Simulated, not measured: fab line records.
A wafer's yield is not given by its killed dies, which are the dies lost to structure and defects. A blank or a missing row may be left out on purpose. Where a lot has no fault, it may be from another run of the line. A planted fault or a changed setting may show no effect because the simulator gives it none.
Matching of chambers | flow gf180mcu | 4 sister chambers for GF_V1_CMP_04 on cmp-02
The step polishes SiO2. 4 wafers are shown with their chamber, then 7 later ones without.

## WAFERS PAIRED WITH THEIR CHAMBERS
wafer  | chamber | motorCurrentA (A)
L546.1 | 2       | 12.4
L546.6 | 1       | 11.5
L547.2 | 0       | 10.8
L547.4 | 3       | 14.0

## WAFERS WITHOUT THEIR CHAMBER
wafer  | motorCurrentA (A)
L547.5 | 13.6
L551.1 | 12.3
L551.4 | 13.3
L551.5 | 12.1
L552.2 | 11.9
L552.5 | 12.6
L552.6 | 10.8

## WHICH CHAMBER EACH WENT THROUGH
wafer  | from the rows above          | in truth
L547.5 | 3                            | 3
L551.1 | can't be placed: 2 or 1      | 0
L551.4 | can't be placed: 3 or 2      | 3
L551.5 | can't be placed: 2 or 1      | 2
L552.2 | can't be placed: 1 or 2 or 0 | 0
L552.5 | 2                            | 2
L552.6 | can't be placed: 0 or 1      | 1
2 of 7 placed correctly. Unplaceable from these rows: 5, with the true chamber sitting among the candidates in 4. Wrongly placed: 0.
How it was worked out, from the rows above alone: a wafer's distance from a chamber is the root of the sum, over the readings, of the square of ((its reading less the chamber's mean) divided by the reading's scatter). The wafer belongs to the nearest chamber; if the next one is less than 2 further off, it can't be placed. For every chamber, the mean is computed from those of its wafers that are shown. The scatter (one wafer shown for each chamber): square how far every hidden wafer sits from the nearest shown wafer, average those squares and take the square root.
